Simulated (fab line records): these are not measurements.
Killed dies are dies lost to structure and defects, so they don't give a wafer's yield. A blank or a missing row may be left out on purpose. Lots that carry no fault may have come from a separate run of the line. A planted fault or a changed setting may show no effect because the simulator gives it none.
Problem report, 8D (eight disciplines) form, completed by code -- flow gf180mcu -- the parts of the form that need people (team, actions taken, sign-off) are left out

== 1. WHAT IS WRONG ==
Wafers free of any fault read 42.0 nm (standard deviation 0.41) for MIM_CVD_05_THK at GF_MIM_THK_MEAS_06, against a mean of 56.8 nm on 9 wafers of 3 lots. Measured from the usual mean, that is +36 standard deviations.
The first sign was on wafer L286.1 at day 25 19:21, on film-metro-01. At this step, 39 wafers from 13 lots have a number in the record. By rule, "out" or "out of limits" means more than 4 standard deviations away from the usual mean. The other wafers with a number count as sound.

== 2. WHAT IT IS; WHAT IT IS NOT ==
question,is,is not
which readings at this step,MIM_CVD_05_THK,-
which lots,"L286, L288, L290","L283, L289, L296, L297, L299, L300, L302, L303, L304, L305"
which wafers of those lots,all that have a number,-
read on which gauges,film-metro-01,"film-metro-03, film-metro-04"
when,from day 25 19:21,"up to then (3 sound wafers); but 27 sound wafers of L289, L296, L297, L299, L300, L302, L303, L304, L305 came after"

== 3. WHAT RULES OUT EACH SUSPECT ==
Counting: a tool at a process step up to the reading stays a suspect if it ran every lot that is out and no sound lot after the first of them.
- the gauge at GF_MIM_THK_MEAS_06: kept. All the wafers that are out were read on film-metro-01, and no step on other tools shows them out.
- pecvd-02 at GF_MIM_CVD_05 (deposits Si3N4, target thk 42 nm, time 29.086 s): ruled out as a lasting fault. Following L286 (day 25 19:19), the first lot on it that is out, the sound lots L304 were run on it.
Left after counting: film-metro-01 at GF_MIM_THK_MEAS_06.

== 4. THE CAUSE (what the simulator had put in) ==
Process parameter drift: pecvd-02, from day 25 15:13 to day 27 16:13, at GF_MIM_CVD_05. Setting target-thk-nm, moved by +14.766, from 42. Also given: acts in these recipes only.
It was ruled out by counting, in error; the rule expects a fault to strike all lots run on its tool from its start on, and this fault did not.

== 5. SEQUENCE OF EFFECTS, ordered by route ==
Each row: a reading where the mean over the struck wafers with a number is more than 3 standard deviations away from the usual. Readings are gone through only where the record gives a usual standard deviation; hours: the median, over the lots, of the time from a lot's start at the first step in this table giving one to that lot's start at this step; sigmas: the change measured in usual standard deviations.
hours,step,reading,usual,on struck wafers,change,sigmas
0,GF_MIM_THK_MEAS_06,MIM_CVD_05_THK,42.0 nm,56.8,+14.8,+36

== 6. WHAT WOULD HAVE CAUGHT IT SOONER ==
In this record the first reading out of limits at a measuring or inspecting step was taken at day 25 19:21, 4 hours after the fault began at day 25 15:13.
Of the tool readings at GF_MIM_CVD_05 for which the record gives a usual standard deviation, none was out on any struck wafer, so an alarm limit of 4 standard deviations on them would not have fired.
